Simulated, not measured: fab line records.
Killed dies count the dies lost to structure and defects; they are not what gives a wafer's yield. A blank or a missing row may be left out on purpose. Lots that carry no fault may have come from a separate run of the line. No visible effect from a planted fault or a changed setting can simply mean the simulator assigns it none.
fab line records :: flow sky130 :: part 2 of 2: steps 44 to 44 of 44
record
  lots=6
  wafers=18
  last_day=50
route steps=708 shown SONOS_TUNNEL@160 SONOS_ONO@168 GATE_OXIDE@187 PAD_OPEN@708
lots that met no fault: from a run of the same line without faults
start_h: start of the lot's first displayed wafer, in hours after the record's first day :: wait_h: time in hours since the lot's previous step :: " the same as in the row above :: L1.1+2: several wafers, shown together as one row :: - no value present, or no start provided :: * or withheld: withheld :: < > ~ a bound
route shown NAME@n: NAME is a module with steps in the file, n the number in the route of the first one :: usual: mean/standard deviation taken from wafers without a fault :: same: alike in all rows :: chamber/n: place in a boat :: sites: per-site readings :: _std_site: the values' standard deviation :: _edge_site: the outer-site mean with the inner-site mean subtracted :: radius_mm: for every site, how far away it sits from the centre of the wafer :: mask NAME#n: copy n :: behind: the most recent tool/chamber to have shaped the wafer :: hold: the reason the lot was held/the length of the hold in hours/how it ended :: device: names the non-switching transistor (n, p or np) :: end of line: at the end of the route, the tests of the same wafers :: a step without rows: its recipe alone :: killed: the dies lost at the first sort to structure and to defects; this is not the yield of the wafer :: map: dies across one wafer; x = killed, . = not, _ = none there
set.NAME: the setting as run; set.NAME@STEP: as run at that earlier step :: model.NAME: the simulator's own value behind a step, which no gauge read
a table for each step, a row for each wafer; lots at some steps of the route
services: the hour from which a tool's chamber was out of use, counted from the record's first day as start_h (under 0 if before that day), plus the number of hours and why
## steps
# step SKY_PAD_OPEN_PROBE_99
# usual
  killed_at_M0_to_M3=43/7.2
  killed_at_M4_up=3.5/2
  killed_at_contacts=24/5.2
  killed_at_front_end=15/4.4
  killed_at_other=0.2/0.48
  killed_dies=85/9.4
  killed_open=46/7.3
  killed_short=39/6.1
# same
  gross_dies=492
  killed_at_back_side=0
lot.wafer: L202.1
tool: prober-01
chamber: -
start_h: 1081.34
wait_h: 0.1
killed_at_M0_to_M3: 53
killed_at_M4_up: 7
killed_at_contacts: 24
killed_at_front_end: 11
killed_at_other: 0
killed_dies: 95
killed_open: 50
killed_short: 45
model.etest.sonos_erased.drive_ua_um: 180.3
model.etest.sonos_uncharged.r_on_ohm_um: 806.2
model.etest.cap_ono.gate_log10_a_cm2: -7.917
model.etest.cap_ono.gate_bv_v: 16.65
model.etest.cap_ono.tox_acc_nm: 12.87
model.etest.sonos_programmed.vt_v: 1.516
model.etest.sonos_erased.vt_v: -2.262
model.etest.sonos_baked.vt_v: 1.002

lot.wafer: L202.2
tool: prober-01
chamber: -
start_h: 1081.39
wait_h: 0.1
killed_at_M0_to_M3: 40
killed_at_M4_up: 5
killed_at_contacts: 23
killed_at_front_end: 12
killed_at_other: 1
killed_dies: 81
killed_open: 40
killed_short: 41
model.etest.sonos_erased.drive_ua_um: 181.2
model.etest.sonos_uncharged.r_on_ohm_um: 816.9
model.etest.cap_ono.gate_log10_a_cm2: -7.89
model.etest.cap_ono.gate_bv_v: 17.08
model.etest.cap_ono.tox_acc_nm: 12.88
model.etest.sonos_programmed.vt_v: 1.497
model.etest.sonos_erased.vt_v: -2.251
model.etest.sonos_baked.vt_v: 1.014

lot.wafer: L202.4
tool: prober-01
chamber: -
start_h: 1081.49
wait_h: 0.2
killed_at_M0_to_M3: 37
killed_at_M4_up: 3
killed_at_contacts: 24
killed_at_front_end: 14
killed_at_other: 0
killed_dies: 78
killed_open: 43
killed_short: 35
model.etest.sonos_erased.drive_ua_um: 173.2
model.etest.sonos_uncharged.r_on_ohm_um: 828.2
model.etest.cap_ono.gate_log10_a_cm2: -8.02
model.etest.cap_ono.gate_bv_v: 16.58
model.etest.cap_ono.tox_acc_nm: 13
model.etest.sonos_programmed.vt_v: 1.419
model.etest.sonos_erased.vt_v: -2.201
model.etest.sonos_baked.vt_v: 0.9876

lot.wafer: L206.1
tool: prober-01
chamber: -
start_h: 1100.72
wait_h: 0.1
killed_at_M0_to_M3: 42
killed_at_M4_up: 6
killed_at_contacts: 21
killed_at_front_end: 22
killed_at_other: 0
killed_dies: 91
killed_open: 48
killed_short: 43
model.etest.sonos_erased.drive_ua_um: 187.9
model.etest.sonos_uncharged.r_on_ohm_um: 807.6
model.etest.cap_ono.gate_log10_a_cm2: -7.994
model.etest.cap_ono.gate_bv_v: 16.79
model.etest.cap_ono.tox_acc_nm: 12.94
model.etest.sonos_programmed.vt_v: 1.393
model.etest.sonos_erased.vt_v: -2.277
model.etest.sonos_baked.vt_v: 0.8929

lot.wafer: L206.5
tool: prober-01
chamber: -
start_h: 1100.92
wait_h: 0.2
killed_at_M0_to_M3: 44
killed_at_M4_up: 8
killed_at_contacts: 21
killed_at_front_end: 14
killed_at_other: 0
killed_dies: 87
killed_open: 47
killed_short: 40
model.etest.sonos_erased.drive_ua_um: 203.2
model.etest.sonos_uncharged.r_on_ohm_um: 815.5
model.etest.cap_ono.gate_log10_a_cm2: -7.686
model.etest.cap_ono.gate_bv_v: 15.92
model.etest.cap_ono.tox_acc_nm: 12.71
model.etest.sonos_programmed.vt_v: 1.536
model.etest.sonos_erased.vt_v: -2.381
model.etest.sonos_baked.vt_v: 0.9913

lot.wafer: L206.6
tool: prober-01
chamber: -
start_h: 1100.97
wait_h: 0.2
killed_at_M0_to_M3: 42
killed_at_M4_up: 3
killed_at_contacts: 32
killed_at_front_end: 9
killed_at_other: 0
killed_dies: 86
killed_open: 51
killed_short: 35
model.etest.sonos_erased.drive_ua_um: 190.5
model.etest.sonos_uncharged.r_on_ohm_um: 816.8
model.etest.cap_ono.gate_log10_a_cm2: -7.918
model.etest.cap_ono.gate_bv_v: 16.61
model.etest.cap_ono.tox_acc_nm: 12.91
model.etest.sonos_programmed.vt_v: 1.427
model.etest.sonos_erased.vt_v: -2.283
model.etest.sonos_baked.vt_v: 0.9379

lot.wafer: L214.3
tool: prober-02
chamber: -
start_h: 1153.79
wait_h: 0.2
killed_at_M0_to_M3: 38
killed_at_M4_up: 1
killed_at_contacts: 34
killed_at_front_end: 15
killed_at_other: 0
killed_dies: 88
killed_open: 51
killed_short: 37
model.etest.sonos_erased.drive_ua_um: 128.2
model.etest.sonos_uncharged.r_on_ohm_um: 832.7
model.etest.cap_ono.gate_log10_a_cm2: -8.78
model.etest.cap_ono.gate_bv_v: 17.1
model.etest.cap_ono.tox_acc_nm: 13.54
model.etest.sonos_programmed.vt_v: 1.116
model.etest.sonos_erased.vt_v: -1.917
model.etest.sonos_baked.vt_v: 0.7437

lot.wafer: L214.4
tool: prober-02
chamber: -
start_h: 1153.84
wait_h: 0.2
killed_at_M0_to_M3: 40
killed_at_M4_up: 3
killed_at_contacts: 22
killed_at_front_end: 13
killed_at_other: 0
killed_dies: 78
killed_open: 37
killed_short: 41
model.etest.sonos_erased.drive_ua_um: 182.5
model.etest.sonos_uncharged.r_on_ohm_um: 826.9
model.etest.cap_ono.gate_log10_a_cm2: -8.775
model.etest.cap_ono.gate_bv_v: 17.32
model.etest.cap_ono.tox_acc_nm: 13.56
model.etest.sonos_programmed.vt_v: 1.097
model.etest.sonos_erased.vt_v: -1.988
model.etest.sonos_baked.vt_v: 0.6597

lot.wafer: L214.5
tool: prober-02
chamber: -
start_h: 1153.89
wait_h: 0.2
killed_at_M0_to_M3: 56
killed_at_M4_up: 3
killed_at_contacts: 17
killed_at_front_end: 15
killed_at_other: 0
killed_dies: 91
killed_open: 46
killed_short: 45
model.etest.sonos_erased.drive_ua_um: 149.4
model.etest.sonos_uncharged.r_on_ohm_um: 842.5
model.etest.cap_ono.gate_log10_a_cm2: -8.755
model.etest.cap_ono.gate_bv_v: 17.35
model.etest.cap_ono.tox_acc_nm: 13.51
model.etest.sonos_programmed.vt_v: 1.152
model.etest.sonos_erased.vt_v: -1.949
model.etest.sonos_baked.vt_v: 0.7086

lot.wafer: L215.1
tool: prober-01
chamber: -
start_h: 1163.19
wait_h: 0.1
killed_at_M0_to_M3: 60
killed_at_M4_up: 6
killed_at_contacts: 22
killed_at_front_end: 14
killed_at_other: 0
killed_dies: 102
killed_open: 60
killed_short: 42
model.etest.sonos_erased.drive_ua_um: 130
model.etest.sonos_uncharged.r_on_ohm_um: 842.7
model.etest.cap_ono.gate_log10_a_cm2: -9.095
model.etest.cap_ono.gate_bv_v: 17.14
model.etest.cap_ono.tox_acc_nm: 13.8
model.etest.sonos_programmed.vt_v: 0.9843
model.etest.sonos_erased.vt_v: -1.775
model.etest.sonos_baked.vt_v: 0.6017

lot.wafer: L215.3
tool: prober-01
chamber: -
start_h: 1163.29
wait_h: 0.2
killed_at_M0_to_M3: 50
killed_at_M4_up: 3
killed_at_contacts: 21
killed_at_front_end: 17
killed_at_other: 1
killed_dies: 92
killed_open: 59
killed_short: 33
model.etest.sonos_erased.drive_ua_um: 150.3
model.etest.sonos_uncharged.r_on_ohm_um: 841.6
model.etest.cap_ono.gate_log10_a_cm2: -9.063
model.etest.cap_ono.gate_bv_v: 17.56
model.etest.cap_ono.tox_acc_nm: 13.82
model.etest.sonos_programmed.vt_v: 1.007
model.etest.sonos_erased.vt_v: -1.809
model.etest.sonos_baked.vt_v: 0.6275

lot.wafer: L215.4
tool: prober-01
chamber: -
start_h: 1163.34
wait_h: 0.2
killed_at_M0_to_M3: 41
killed_at_M4_up: 7
killed_at_contacts: 18
killed_at_front_end: 10
killed_at_other: 0
killed_dies: 76
killed_open: 33
killed_short: 42
model.etest.sonos_erased.drive_ua_um: 144.9
model.etest.sonos_uncharged.r_on_ohm_um: 838
model.etest.cap_ono.gate_log10_a_cm2: -9.037
model.etest.cap_ono.gate_bv_v: 17.15
model.etest.cap_ono.tox_acc_nm: 13.74
model.etest.sonos_programmed.vt_v: 1.007
model.etest.sonos_erased.vt_v: -1.815
model.etest.sonos_baked.vt_v: 0.675

lot.wafer: L223.1
tool: prober-01
chamber: -
start_h: 1197.68
wait_h: 0.1
killed_at_M0_to_M3: 42
killed_at_M4_up: 6
killed_at_contacts: 22
killed_at_front_end: 12
killed_at_other: 0
killed_dies: 82
killed_open: 44
killed_short: 38
model.etest.sonos_erased.drive_ua_um: 203.5
model.etest.sonos_uncharged.r_on_ohm_um: 805.8
model.etest.cap_ono.gate_log10_a_cm2: -7.915
model.etest.cap_ono.gate_bv_v: 16.39
model.etest.cap_ono.tox_acc_nm: 12.87
model.etest.sonos_programmed.vt_v: 1.522
model.etest.sonos_erased.vt_v: -2.297
model.etest.sonos_baked.vt_v: 0.948

lot.wafer: L223.3
tool: prober-01
chamber: -
start_h: 1197.78
wait_h: 0.2
killed_at_M0_to_M3: 42
killed_at_M4_up: 4
killed_at_contacts: 21
killed_at_front_end: 8
killed_at_other: 0
killed_dies: 75
killed_open: 36
killed_short: 39
model.etest.sonos_erased.drive_ua_um: 180.1
model.etest.sonos_uncharged.r_on_ohm_um: 799.2
model.etest.cap_ono.gate_log10_a_cm2: -7.889
model.etest.cap_ono.gate_bv_v: 16.12
model.etest.cap_ono.tox_acc_nm: 12.83
model.etest.sonos_programmed.vt_v: 1.492
model.etest.sonos_erased.vt_v: -2.281
model.etest.sonos_baked.vt_v: 0.98

lot.wafer: L223.5
tool: prober-01
chamber: -
start_h: 1197.88
wait_h: 0.2
killed_at_M0_to_M3: 37
killed_at_M4_up: 3
killed_at_contacts: 24
killed_at_front_end: 20
killed_at_other: 1
killed_dies: 85
killed_open: 46
killed_short: 39
model.etest.sonos_erased.drive_ua_um: 199.4
model.etest.sonos_uncharged.r_on_ohm_um: 809.2
model.etest.cap_ono.gate_log10_a_cm2: -8.115
model.etest.cap_ono.gate_bv_v: 16.37
model.etest.cap_ono.tox_acc_nm: 12.99
model.etest.sonos_programmed.vt_v: 1.414
model.etest.sonos_erased.vt_v: -2.252
model.etest.sonos_baked.vt_v: 0.899

lot.wafer: L224.1
tool: prober-02
chamber: -
start_h: 1199.04
wait_h: 0.1
killed_at_M0_to_M3: 48
killed_at_M4_up: 2
killed_at_contacts: 25
killed_at_front_end: 22
killed_at_other: 0
killed_dies: 97
killed_open: 48
killed_short: 49
model.etest.sonos_erased.drive_ua_um: 189.2
model.etest.sonos_uncharged.r_on_ohm_um: 810.1
model.etest.cap_ono.gate_log10_a_cm2: -7.869
model.etest.cap_ono.gate_bv_v: 16.96
model.etest.cap_ono.tox_acc_nm: 12.86
model.etest.sonos_programmed.vt_v: 1.465
model.etest.sonos_erased.vt_v: -2.282
model.etest.sonos_baked.vt_v: 0.9657

lot.wafer: L224.4
tool: prober-02
chamber: -
start_h: 1199.19
wait_h: 0.2
killed_at_M0_to_M3: 51
killed_at_M4_up: 2
killed_at_contacts: 26
killed_at_front_end: 18
killed_at_other: 1
killed_dies: 98
killed_open: 40
killed_short: 55
model.etest.sonos_erased.drive_ua_um: 182.2
model.etest.sonos_uncharged.r_on_ohm_um: 834.3
model.etest.cap_ono.gate_log10_a_cm2: -8.028
model.etest.cap_ono.gate_bv_v: 16.34
model.etest.cap_ono.tox_acc_nm: 12.91
model.etest.sonos_programmed.vt_v: 1.495
model.etest.sonos_erased.vt_v: -2.214
model.etest.sonos_baked.vt_v: 0.9757

lot.wafer: L224.5
tool: prober-02
chamber: -
start_h: 1199.24
wait_h: 0.2
killed_at_M0_to_M3: 38
killed_at_M4_up: 1
killed_at_contacts: 17
killed_at_front_end: 17
killed_at_other: 0
killed_dies: 73
killed_open: 39
killed_short: 34
model.etest.sonos_erased.drive_ua_um: 168.8
model.etest.sonos_uncharged.r_on_ohm_um: 806.8
model.etest.cap_ono.gate_log10_a_cm2: -7.961
model.etest.cap_ono.gate_bv_v: 16.5
model.etest.cap_ono.tox_acc_nm: 12.91
model.etest.sonos_programmed.vt_v: 1.456
model.etest.sonos_erased.vt_v: -2.225
model.etest.sonos_baked.vt_v: 0.9614
# killed by level:class
L202.1 VIA1:geometric_particle:open=11 CONTACT:geometric_particle:open=10 METAL1:geometric_particle:short=10 VIA3:geometric_particle:open=7 VIA2:geometric_particle:open=7 LOCAL_INTERCONNECT:geometric_particle:short=5 METAL4:geometric_particle:short=5 FIELD_ISO:geometric_particle:short=4
L202.2 CONTACT:geometric_particle:open=12 METAL1:geometric_particle:short=9 VIA1:geometric_particle:short=9 VIA3:geometric_particle:open=7 VIA1:geometric_particle:open=6 LI_CONTACT:geometric_particle:open=5 FIELD_ISO:geometric_particle:short=4 METAL4:geometric_particle:short=4
L202.4 LI_CONTACT:geometric_particle:open=9 VIA1:geometric_particle:open=9 CONTACT:geometric_particle:open=8 VIA3:geometric_particle:open=6 METAL2:geometric_particle:short=5 VIA1:geometric_particle:short=5 LOCAL_INTERCONNECT:geometric_particle:short=5 FIELD_ISO:geometric_particle:open=4
L206.1 METAL1:geometric_particle:short=10 VIA1:geometric_particle:open=9 LI_CONTACT:geometric_particle:open=8 POLY_GATE:geometric_particle:open=6 VIA3:geometric_particle:open=6 POLY_GATE:geometric_particle:short=5 FIELD_ISO:geometric_particle:open=4 FIELD_ISO:geometric_particle:short=4
L206.5 VIA1:geometric_particle:open=11 VIA2:geometric_particle:open=11 METAL4:geometric_particle:short=8 LI_CONTACT:geometric_particle:open=7 CONTACT:geometric_particle:open=6 VIA1:geometric_particle:short=5 VIA2:geometric_particle:short=4 POLY_GATE:geometric_particle:open=4
L206.6 CONTACT:geometric_particle:open=11 VIA1:geometric_particle:open=8 VIA2:geometric_particle:open=8 LI_CONTACT:geometric_particle:open=7 LI_CONTACT:geometric_particle:short=5 METAL2:geometric_particle:short=5 VIA3:geometric_particle:open=5 VIA2:geometric_particle:short=4
L214.3 CONTACT:geometric_particle:open=10 VIA1:geometric_particle:open=10 VIA3:geometric_particle:open=9 LI_CONTACT:geometric_particle:open=8 CONTACT:geometric_particle:short=6 FIELD_ISO:geometric_particle:short=5 LOCAL_INTERCONNECT:geometric_particle:short=5 LI_CONTACT:geometric_particle:short=4
L214.4 VIA1:geometric_particle:open=12 CONTACT:geometric_particle:open=9 FIELD_ISO:geometric_particle:short=7 VIA2:geometric_particle:open=5 LOCAL_INTERCONNECT:geometric_particle:short=5 CONTACT:geometric_particle:short=5 METAL2:geometric_particle:short=5 POLY_GATE:geometric_particle:short=4
L214.5 METAL2:geometric_particle:short=10 VIA1:geometric_particle:open=9 METAL1:geometric_particle:short=7 VIA2:geometric_particle:open=7 CONTACT:geometric_particle:open=6 VIA3:geometric_particle:open=6 FIELD_ISO:geometric_particle:open=5 VIA3:geometric_particle:short=5
L215.1 VIA1:geometric_particle:open=17 METAL2:geometric_particle:short=11 CONTACT:geometric_particle:open=10 VIA2:geometric_particle:open=8 VIA3:geometric_particle:open=8 METAL1:geometric_particle:short=6 LI_CONTACT:geometric_particle:open=5 VIA1:geometric_particle:short=5
L215.3 VIA3:geometric_particle:open=13 VIA1:geometric_particle:open=13 CONTACT:geometric_particle:open=7 CONTACT:geometric_particle:short=6 LI_CONTACT:geometric_particle:open=5 VIA2:geometric_particle:open=5 FIELD_ISO:geometric_particle:short=4 METAL2:geometric_particle:open=4
L215.4 VIA1:geometric_particle:open=9 METAL1:geometric_particle:short=7 LI_CONTACT:geometric_particle:open=6 METAL2:geometric_particle:short=6 METAL4:geometric_particle:short=5 LOCAL_INTERCONNECT:geometric_particle:short=4 VIA2:geometric_particle:open=4 VIA3:geometric_particle:open=4
L223.1 VIA1:geometric_particle:open=12 CONTACT:geometric_particle:open=8 METAL2:geometric_particle:short=7 VIA1:geometric_particle:short=6 VIA3:geometric_particle:open=5 LI_CONTACT:geometric_particle:open=5 VIA2:geometric_particle:open=5 METAL4:geometric_particle:short=5
L223.3 VIA1:geometric_particle:open=12 VIA1:geometric_particle:short=11 LI_CONTACT:geometric_particle:open=8 CONTACT:geometric_particle:open=7 FIELD_ISO:geometric_particle:short=4 METAL2:geometric_particle:short=4 METAL1:geometric_particle:short=4 METAL4:geometric_particle:short=4
L223.5 VIA1:geometric_particle:open=15 CONTACT:geometric_particle:open=8 POLY_GATE:geometric_particle:short=7 POLY_GATE:geometric_particle:open=7 LI_CONTACT:geometric_particle:open=7 METAL2:geometric_particle:short=6 CONTACT:geometric_particle:short=4 FIELD_ISO:geometric_particle:short=3
L224.1 POLY_GATE:geometric_particle:short=9 CONTACT:geometric_particle:short=9 VIA1:geometric_particle:open=9 CONTACT:geometric_particle:open=8 METAL2:geometric_particle:short=8 VIA1:geometric_particle:short=7 VIA2:geometric_particle:open=6 VIA3:geometric_particle:open=6
L224.4 VIA1:geometric_particle:open=8 VIA3:geometric_particle:open=8 CONTACT:geometric_particle:short=7 METAL1:geometric_particle:short=7 LI_CONTACT:geometric_particle:open=6 VIA2:geometric_particle:short=6 CONTACT:geometric_particle:open=6 VIA2:geometric_particle:open=6
L224.5 VIA2:geometric_particle:open=8 CONTACT:geometric_particle:open=7 POLY_GATE:geometric_particle:short=6 METAL2:geometric_particle:short=5 VIA1:geometric_particle:open=5 VIA3:geometric_particle:open=5 CONTACT:geometric_particle:short=4 METAL3:geometric_particle:short=4
## services
tool: wet_bench-02
chamber: -
start_h: 241.72
hours: 0.6
kind: repair

tool: rie_diel-01
chamber: 1
start_h: 250.24
hours: 5.8
kind: repair

tool: rie_diel-03
chamber: 0
start_h: 261.51
hours: 16.5
kind: repair

tool: rie_diel-03
chamber: -
start_h: 267.31
hours: 2.8
kind: pm

tool: rie_diel-03
chamber: 3
start_h: 278.60
hours: 7.2
kind: repair

tool: rie_diel-04
chamber: -
start_h: 294.43
hours: 0.2
kind: repair

tool: rie_diel-04
chamber: -
start_h: 295.86
hours: 14.6
kind: pm

tool: rie_diel-04
chamber: 3
start_h: 319.86
hours: 4.7
kind: repair

tool: plasma_asher-01
chamber: -
start_h: 321.26
hours: 1.2
kind: repair

tool: plasma_asher-01
chamber: -
start_h: 325.46
hours: 14.6
kind: pm

tool: plasma_asher-04
chamber: -
start_h: 327.01
hours: 3.4
kind: repair

tool: rie_diel-04
chamber: 1
start_h: 337.08
hours: 6.1
kind: repair

tool: rie_diel-01
chamber: 3
start_h: 345.11
hours: 9.5
kind: repair

tool: plasma_asher-02
chamber: -
start_h: 353.17
hours: 1.4
kind: repair

tool: lpcvd-03
chamber: -
start_h: 370.96
hours: 6.0
kind: pm

tool: rie_diel-01
chamber: -
start_h: 381.46
hours: 0.2
kind: repair

tool: rie_diel-04
chamber: 2
start_h: 389.03
hours: 2.0
kind: repair

tool: rie_diel-03
chamber: 0
start_h: 409.05
hours: 6.1
kind: repair

tool: rie_diel-01
chamber: 3
start_h: 418.23
hours: 10.0
kind: repair

tool: plasma_asher-02
chamber: -
start_h: 421.25
hours: 9.0
kind: pm

tool: rie_diel-01
chamber: 0
start_h: 425.17
hours: 6.8
kind: repair

tool: plasma_asher-03
chamber: -
start_h: 444.97
hours: 2.4
kind: repair

tool: plasma_asher-03
chamber: -
start_h: 470.61
hours: 2.8
kind: pm

tool: rie_diel-03
chamber: 0
start_h: 488.34
hours: 3.5
kind: repair
## key
first_sign
  step=SKY_SONOS_ONO_CVD_04
  reading=pressure_mtorr
  direction=up
  sigmas=99+
  usual=400.0
  struck=480.1
effect
  step=SKY_SONOS_ONO_THK_MEAS_05
  reading=SONOS_ONO_CVD_04_THK
  direction=up
  sigmas=6.4
  usual=5.76
  struck=6.40
model_effect
  step=SKY_SONOS_ONO_CVD_04
  value=SiO2_of_SONOS_ONO_CVD_04.thk_nm
  without=5.863
  struck=6.409
model_effect
  step=SKY_GATE_OXIDE_CLEAN_15
  value=SiO2_of_SONOS_ONO_CVD_04.thk_nm
  without=4.342
  struck=4.888
model_effect
  step=SKY_PAD_OPEN_PROBE_99
  value=etest.sonos_erased.drive_ua_um
  without=180.4
  struck=147.6
met_at SKY_SONOS_ONO_CVD_04
struck_wafers L214.3,L214.4,L214.5,L215.1,L215.3,L215.4
tester_left_out L214,L215
onset_between 289.25 359.59
fault
  kind=process_parameter_drift
  tool=lpcvd-03
  chamber=-
  onset_h=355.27
  steps=SKY_SONOS_ONO_CVD_04
  channel=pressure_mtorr
  offset=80
  shape=step
  end_h=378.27
  stated=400
# tester_left_out: of these lots the tester's yield and bins aren't shown, on N5 and GAA mostly nor the transistor test; their killed dies are dies lost to structure and defects alone, not to doping, threshold or leakage, so they don't give the yield
